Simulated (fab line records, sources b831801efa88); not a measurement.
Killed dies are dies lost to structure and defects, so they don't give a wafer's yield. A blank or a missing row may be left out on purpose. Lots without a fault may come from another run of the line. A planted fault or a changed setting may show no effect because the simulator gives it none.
Tool commonality check | flow gf180mcu | 12 lots, 42 wafers sampled

WHY IT WAS OPENED
At GF_POLY_GATE_THK_MEAS_01 the reading POLY_GATE_CVD_00_THK is flagged on 2 of 12 lots. Wafers without a fault read 198.6 nm, standard deviation 2.1.
Rule: a lot is flagged when every wafer of it that has a number lies more than 4 standard deviations from that mean, or none has a number. The other lots count as sound.

lot  | measured     | on            | POLY_GATE_CVD_00_THK (nm), wafer by wafer | flag
L108 | day 8 13:25  | film_metro-03 | 200.0 198.7 199.8                         |
L109 | day 8 18:58  | film_metro-04 | 194.7 194.3 194.0                         |
L110 | day 9 05:12  | film_metro-04 | 201.1 199.5 202.0                         |
L115 | day 10 09:14 | film_metro-02 | 198.8 197.4 198.0                         |
L116 | day 10 20:25 | film_metro-04 | 195.7 196.5 196.7                         |
L117 | day 11 01:18 | film_metro-02 | 199.3 201.4 200.1                         |
L119 | day 11 16:12 | film_metro-02 | 196.7 196.8 195.6                         |
L120 | day 12 02:43 | film_metro-02 | 198.3 198.8 198.2                         |
L126 | day 13 16:10 | film_metro-03 | 276.3 277.2 276.3 276.2 277.1 276.5       | FLAGGED
L127 | day 13 23:35 | film_metro-03 | 275.1 275.4 276.6 275.3 275.3 276.5       | FLAGGED
L129 | day 14 17:52 | film_metro-03 | 201.7 201.9 201.3                         |
L131 | day 15 07:44 | film_metro-02 | 197.6 196.4 197.9                         |
The numbers of the flagged lots are 276.1 nm on average: +77.5 nm against the usual, or +37 standard deviations.

WHICH TOOL RAN EACH LOT
The record holds 2 process steps before the reading, out of a route of 602 steps. In each cell: the tool, then ch and the chambers that the sampled wafers went through, then the start.
lot  | flag    | GF_VT_IMPLANT_STRIP_20               | GF_POLY_GATE_CVD_00
L108 |         | plasma_asher-01 ch 0,1, day 6 07:22  | lpcvd-02 ch 1, day 8 12:04
L109 |         | plasma_asher-03 ch 0,1, day 6 12:25  | lpcvd-01 ch 0, day 8 16:57
L110 |         | plasma_asher-01 ch 0,1, day 7 00:16  | lpcvd-02 ch 1, day 9 03:52
L115 |         | plasma_asher-04 ch 0,1, day 8 00:38  | lpcvd-01 ch 0, day 10 07:54
L116 |         | plasma_asher-01 ch 0,1, day 8 11:09  | lpcvd-01 ch 1, day 10 19:04
L117 |         | plasma_asher-03 ch 0,1, day 8 15:35  | lpcvd-02 ch 1, day 10 23:58
L119 |         | plasma_asher-01 ch 0,1, day 9 05:25  | lpcvd-01 ch 0, day 11 14:52
L120 |         | plasma_asher-01 ch 0,1, day 9 11:43  | lpcvd-01 ch 0, day 12 01:21
L126 | FLAGGED | plasma_asher-03 ch 0,1, day 10 23:56 | lpcvd-02 ch 0, day 13 14:49
L127 | FLAGGED | plasma_asher-03 ch 0,1, day 11 07:03 | lpcvd-02 ch 1, day 13 22:14
L129 |         | plasma_asher-03 ch 0,1, day 11 20:58 | lpcvd-01 ch 0, day 14 16:31
L131 |         | plasma_asher-01 ch 0,1, day 12 08:34 | lpcvd-01 ch 1, day 15 06:24
What these steps do:
- GF_VT_IMPLANT_STRIP_20: strips in O2/N2.
- GF_POLY_GATE_CVD_00: deposits poly-Si, target thk 200 nm, time 1200 s.
- GF_POLY_GATE_THK_MEAS_01

FLAGGED OVER TOTAL, TOOL BY TOOL (the gauges that took the reading come last)
step                     | tool            | lots run | flagged | share of the flagged lots | sound lots run after its first flagged lot
GF_VT_IMPLANT_STRIP_20   | plasma_asher-01 | 6        | 0       | none                      | -
GF_VT_IMPLANT_STRIP_20   | plasma_asher-03 | 5        | 2       | all                       | 1 (L129)
GF_VT_IMPLANT_STRIP_20   | plasma_asher-04 | 1        | 0       | none                      | -
GF_POLY_GATE_CVD_00      | lpcvd-01        | 7        | 0       | none                      | -
GF_POLY_GATE_CVD_00      | lpcvd-02        | 5        | 2       | all                       | 0
GF_POLY_GATE_THK_MEAS_01 | film_metro-02   | 5        | 0       | none                      | -
GF_POLY_GATE_THK_MEAS_01 | film_metro-03   | 4        | 2       | all                       | 1 (L129)
GF_POLY_GATE_THK_MEAS_01 | film_metro-04   | 3        | 0       | none                      | -

WHAT THE TABLE ALLOWS
3 rows of the table ran every flagged lot: plasma_asher-03 at GF_VT_IMPLANT_STRIP_20, lpcvd-02 at GF_POLY_GATE_CVD_00, film_metro-03 at GF_POLY_GATE_THK_MEAS_01.
- plasma_asher-03 at GF_VT_IMPLANT_STRIP_20: 2 of its 5 lots flagged. Sound lots ran on it after the first flagged one (L129), which a lasting fault on the whole tool wouldn't allow.
- lpcvd-02 at GF_POLY_GATE_CVD_00: 2 of its 5 lots flagged. Its last sound lot is L117 (day 10 23:58), its first flagged lot L126 (day 13 14:49): a fault that began between those two fits.
- film_metro-03 at GF_POLY_GATE_THK_MEAS_01: 2 of its 4 lots flagged. Sound lots ran on it after the first flagged one (L129), which a lasting fault on the whole tool wouldn't allow.
One tool is left: lpcvd-02 at GF_POLY_GATE_CVD_00.

WHAT THE SIMULATOR HAD PUT IN
Process parameter drift: lpcvd-02, from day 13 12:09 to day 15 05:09, at GF_POLY_GATE_CVD_00. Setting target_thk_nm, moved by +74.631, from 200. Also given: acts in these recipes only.
Lots struck among those shown: L126, L127. The rule above found the same.
